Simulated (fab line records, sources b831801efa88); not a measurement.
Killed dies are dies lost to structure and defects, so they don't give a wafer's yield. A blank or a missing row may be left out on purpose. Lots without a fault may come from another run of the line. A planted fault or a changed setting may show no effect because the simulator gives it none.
Chamber matching | flow gf180mcu | GF_V2_CVD_02 on pecvd-03: 3 sister chambers
The step deposits SiO2 from TEOS, target thk 850 nm, time 94.851 s. 6 wafers are shown with their chamber, then 8 later ones without.

WAFERS WITH THEIR CHAMBER
wafer  | chamber | heater_power_w (W)
L581.5 | 1       | 703
L582.3 | 0       | 825
L582.4 | 1       | 666
L583.2 | 0       | 750
L583.6 | 2       | 633
L595.1 | 2       | 588

WAFERS WITHOUT THEIR CHAMBER
wafer  | heater_power_w (W)
L595.2 | 694
L595.6 | 667
L598.2 | 810
L598.4 | 733
L598.5 | 613
L600.3 | 673
L600.4 | 679
L600.6 | 678

WHICH CHAMBER EACH WENT THROUGH
wafer  | from the rows above          | in truth
L595.2 | can't be placed: 1 or 2      | 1
L595.6 | can't be placed: 1 or 2      | 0
L598.2 | 0                            | 0
L598.4 | can't be placed: 1 or 0 or 2 | 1
L598.5 | can't be placed: 2 or 1      | 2
L600.3 | can't be placed: 1 or 2      | 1
L600.4 | can't be placed: 1 or 2      | 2
L600.6 | can't be placed: 1 or 2      | 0
Placed correctly: 1 of 8. Can't be placed from these rows: 7 (the true chamber is among the candidates in 5). Placed wrongly: 0.
How it was worked out, from the rows above alone: a wafer's distance from a chamber is the root of the sum, over the readings, of the square of ((its reading less the chamber's mean) divided by the reading's scatter). The wafer belongs to the nearest chamber; if the next one is less than 2 further off, it can't be placed. A chamber's mean is the mean of its shown wafers. The scatter: the root of (the sum of the squares of (reading less its chamber's mean) over the shown wafers, divided by (wafers less chambers)).
